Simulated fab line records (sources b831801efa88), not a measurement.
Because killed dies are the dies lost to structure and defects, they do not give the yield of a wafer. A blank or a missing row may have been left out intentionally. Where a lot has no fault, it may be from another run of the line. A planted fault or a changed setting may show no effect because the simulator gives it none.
Split-lot trial :: flow sfqLine :: route with 325 steps; 5 lots, 27 wafers read

== ON THE SPLIT ==
At SFQ_TRILAYER_I4_VIA_BARC_OPEN_VIA_ETCH_146 (etches BARC in O2, target depth 125 nm, time 41.7 s), the setting timeS was moved away from the recipe's 41.7 s on 12 of the 27 wafers read, by -59.6% to +59.6%. All remaining wafers had this setting at the recipe value.

The split's own step is where the reading is taken.

== THE READING ==
KrF_of_TRILAYER_I4_VIA_LITHO_COAT_103.thkNm (the simulator's own value, which no gauge read), in nm, at SFQ_TRILAYER_I4_VIA_BARC_OPEN_VIA_ETCH_146 (etches BARC in O2, target depth 125 nm, time 41.7 s). No usual value for it is given in the file. Across the 15 wafers here that went through the recipe, the average is 572.2 nm and the standard deviation 2.1 nm.

wafer: L074.1
tool, chamber at the split: rieDiel-04, 2
timeS as run, s: 48.37
against the recipe: +16.0%
KrF_of_TRILAYER_I4_VIA_LITHO_COAT_103.thkNm, nm: 565.9
against lot-mates on the recipe: -8.3

wafer: L074.2
tool, chamber at the split: rieDiel-04, 3
timeS as run, s: 48.37
against the recipe: +16.0%
KrF_of_TRILAYER_I4_VIA_LITHO_COAT_103.thkNm, nm: 565.9
against lot-mates on the recipe: -8.3

wafer: L074.3
tool, chamber at the split: rieDiel-04, 1
timeS as run, s: 41.7
against the recipe: recipe
KrF_of_TRILAYER_I4_VIA_LITHO_COAT_103.thkNm, nm: 574.5
against lot-mates on the recipe: -

wafer: L074.4
tool, chamber at the split: rieDiel-04, 0
timeS as run, s: 48.37
against the recipe: +16.0%
KrF_of_TRILAYER_I4_VIA_LITHO_COAT_103.thkNm, nm: 567.5
against lot-mates on the recipe: -6.7

wafer: L074.5
tool, chamber at the split: rieDiel-04, 3
timeS as run, s: 41.7
against the recipe: recipe
KrF_of_TRILAYER_I4_VIA_LITHO_COAT_103.thkNm, nm: 572
against lot-mates on the recipe: -

wafer: L074.6
tool, chamber at the split: rieDiel-04, 0
timeS as run, s: 41.7
against the recipe: recipe
KrF_of_TRILAYER_I4_VIA_LITHO_COAT_103.thkNm, nm: 576.2
against lot-mates on the recipe: -

wafer: L080.1
tool, chamber at the split: rieDiel-02, 3
timeS as run, s: 41.7
against the recipe: recipe
KrF_of_TRILAYER_I4_VIA_LITHO_COAT_103.thkNm, nm: 572.2
against lot-mates on the recipe: -

wafer: L080.2
tool, chamber at the split: rieDiel-02, 2
timeS as run, s: 41.7
against the recipe: recipe
KrF_of_TRILAYER_I4_VIA_LITHO_COAT_103.thkNm, nm: 573
against lot-mates on the recipe: -

wafer: L080.5
tool, chamber at the split: rieDiel-02, 1
timeS as run, s: 41.7
against the recipe: recipe
KrF_of_TRILAYER_I4_VIA_LITHO_COAT_103.thkNm, nm: 572.8
against lot-mates on the recipe: -

wafer: L081.1
tool, chamber at the split: rieDiel-01, 2
timeS as run, s: 41.7
against the recipe: recipe
KrF_of_TRILAYER_I4_VIA_LITHO_COAT_103.thkNm, nm: 567.9
against lot-mates on the recipe: -

wafer: L081.2
tool, chamber at the split: rieDiel-01, 0
timeS as run, s: 26.08
against the recipe: -37.5%
KrF_of_TRILAYER_I4_VIA_LITHO_COAT_103.thkNm, nm: 588.1
against lot-mates on the recipe: +18.6

wafer: L081.3
tool, chamber at the split: rieDiel-01, 3
timeS as run, s: 41.7
against the recipe: recipe
KrF_of_TRILAYER_I4_VIA_LITHO_COAT_103.thkNm, nm: 570.4
against lot-mates on the recipe: -

wafer: L081.4
tool, chamber at the split: rieDiel-01, 1
timeS as run, s: 26.08
against the recipe: -37.5%
KrF_of_TRILAYER_I4_VIA_LITHO_COAT_103.thkNm, nm: 588.3
against lot-mates on the recipe: +18.8

wafer: L081.5
tool, chamber at the split: rieDiel-01, 1
timeS as run, s: 26.08
against the recipe: -37.5%
KrF_of_TRILAYER_I4_VIA_LITHO_COAT_103.thkNm, nm: 588.6
against lot-mates on the recipe: +19.1

wafer: L081.6
tool, chamber at the split: rieDiel-01, 2
timeS as run, s: 41.7
against the recipe: recipe
KrF_of_TRILAYER_I4_VIA_LITHO_COAT_103.thkNm, nm: 570.3
against lot-mates on the recipe: -

wafer: L083.1
tool, chamber at the split: rieDiel-04, 2
timeS as run, s: 16.83
against the recipe: -59.6%
KrF_of_TRILAYER_I4_VIA_LITHO_COAT_103.thkNm, nm: 601.7
against lot-mates on the recipe: +30.9

wafer: L083.2
tool, chamber at the split: rieDiel-04, 1
timeS as run, s: 41.7
against the recipe: recipe
KrF_of_TRILAYER_I4_VIA_LITHO_COAT_103.thkNm, nm: 570.3
against lot-mates on the recipe: -

wafer: L083.3
tool, chamber at the split: rieDiel-04, 3
timeS as run, s: 41.7
against the recipe: recipe
KrF_of_TRILAYER_I4_VIA_LITHO_COAT_103.thkNm, nm: 572.3
against lot-mates on the recipe: -

wafer: L083.4
tool, chamber at the split: rieDiel-04, 2
timeS as run, s: 41.7
against the recipe: recipe
KrF_of_TRILAYER_I4_VIA_LITHO_COAT_103.thkNm, nm: 569.9
against lot-mates on the recipe: -

wafer: L083.5
tool, chamber at the split: rieDiel-04, 1
timeS as run, s: 16.83
against the recipe: -59.6%
KrF_of_TRILAYER_I4_VIA_LITHO_COAT_103.thkNm, nm: 603.1
against lot-mates on the recipe: +32.3

wafer: L083.6
tool, chamber at the split: rieDiel-04, 3
timeS as run, s: 16.83
against the recipe: -59.6%
KrF_of_TRILAYER_I4_VIA_LITHO_COAT_103.thkNm, nm: 602.2
against lot-mates on the recipe: +31.4

wafer: L084.1
tool, chamber at the split: rieDiel-01, 2
timeS as run, s: 66.54
against the recipe: +59.6%
KrF_of_TRILAYER_I4_VIA_LITHO_COAT_103.thkNm, nm: 541.7
against lot-mates on the recipe: -32.0

wafer: L084.2
tool, chamber at the split: rieDiel-01, 3
timeS as run, s: 66.54
against the recipe: +59.6%
KrF_of_TRILAYER_I4_VIA_LITHO_COAT_103.thkNm, nm: 544.2
against lot-mates on the recipe: -29.5

wafer: L084.3
tool, chamber at the split: rieDiel-01, 0
timeS as run, s: 66.54
against the recipe: +59.6%
KrF_of_TRILAYER_I4_VIA_LITHO_COAT_103.thkNm, nm: 541.1
against lot-mates on the recipe: -32.6

wafer: L084.4
tool, chamber at the split: rieDiel-01, 1
timeS as run, s: 41.7
against the recipe: recipe
KrF_of_TRILAYER_I4_VIA_LITHO_COAT_103.thkNm, nm: 574
against lot-mates on the recipe: -

wafer: L084.5
tool, chamber at the split: rieDiel-01, 2
timeS as run, s: 41.7
against the recipe: recipe
KrF_of_TRILAYER_I4_VIA_LITHO_COAT_103.thkNm, nm: 572
against lot-mates on the recipe: -

wafer: L084.6
tool, chamber at the split: rieDiel-01, 3
timeS as run, s: 41.7
against the recipe: recipe
KrF_of_TRILAYER_I4_VIA_LITHO_COAT_103.thkNm, nm: 575.1
against lot-mates on the recipe: -

FIT RESULTS
A straight line over all 27 wafers: KrF_of_TRILAYER_I4_VIA_LITHO_COAT_103.thkNm changes by -0.487 nm for each +1% of timeS; r = -0.99; the points scatter about the line by 2.1 nm.
The same after taking each lot's own level away (the mean of its wafers on the recipe; 27 wafers): -0.522 nm for each +1%; r = -1.00; scatter 1.1 nm.
The reading moves by 31 nm for the largest change in timeS, on that fit.
The lots' own levels span 569.53 to 574.23 nm, that is 2.2 times the standard deviation above.
The two slopes are in agreement: the lot-to-lot level therefore moves the slope only a little.
Check: +31.2 nm against its lot-mates is what the line predicts for one of the wafers moved furthest among these (-59.6%) when that wafer is left out of the fit. It came out at +30.9 nm against them.
Tool readings at the split's step, against how far the setting was moved: oesProductAu r = -0.87.

== THE OTHER SPLITS THESE WAFERS WENT THROUGH ==
Before the reading, these wafers also passed through other splits. Each is held against what the fit with the lots' levels taken away leaves over:
other split on the same wafers: SFQ_TRILAYER_L0_DEP_SPUTTER_003 timeS
wafers away from the commonest value: 12
r with KrF_of_TRILAYER_I4_VIA_LITHO_COAT_103.thkNm (lot level and that fit taken away): -0.01

other split on the same wafers: SFQ_TRILAYER_M0_DEP_SPUTTER_019 timeS
wafers away from the commonest value: 12
r with KrF_of_TRILAYER_I4_VIA_LITHO_COAT_103.thkNm (lot level and that fit taken away): +0.15

other split on the same wafers: SFQ_TRILAYER_M1_BARC_OPEN_METAL_ETCH_054 timeS
wafers away from the commonest value: 12
r with KrF_of_TRILAYER_I4_VIA_LITHO_COAT_103.thkNm (lot level and that fit taken away): +0.19

other split on the same wafers: SFQ_TRILAYER_I1_DEP_PECVD_045 timeS
wafers away from the commonest value: 9
r with KrF_of_TRILAYER_I4_VIA_LITHO_COAT_103.thkNm (lot level and that fit taken away): -0.06

other split on the same wafers: SFQ_TRILAYER_M3_ETCH_METAL_ETCH_078 timeS
wafers away from the commonest value: 9
r with KrF_of_TRILAYER_I4_VIA_LITHO_COAT_103.thkNm (lot level and that fit taken away): -0.03

other split on the same wafers: SFQ_TRILAYER_M4_BARC_OPEN_METAL_ETCH_123 timeS
wafers away from the commonest value: 9
r with KrF_of_TRILAYER_I4_VIA_LITHO_COAT_103.thkNm (lot level and that fit taken away): -0.29

== THE WHOLE CHAIN: every reading that the file lists as answering this split, in the file's order ==
step: SFQ_TRILAYER_I4_VIA_BARC_OPEN_VIA_ETCH_146
what it does: etches BARC in O2, target depth 125 nm, time 41.7 s
reading: oesProductAu
change (the file's fit): not straight: 0.998 at the lowest setting, 0.685 at the recipe, 0.642 at the highest
r (the file's): not given

step: SFQ_TRILAYER_I4_VIA_BARC_OPEN_VIA_ETCH_146
what it does: etches BARC in O2, target depth 125 nm, time 41.7 s
reading: KrF_of_TRILAYER_I4_VIA_LITHO_COAT_103.thkNm (the simulator's own value, which no gauge read)
change (the file's fit): -0.522 nm for each +1% of the setting
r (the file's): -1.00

== FILE'S OWN FIT ==
KrF_of_TRILAYER_I4_VIA_LITHO_COAT_103.thkNm changes by -0.522 nm for each +1% of timeS, r = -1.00.
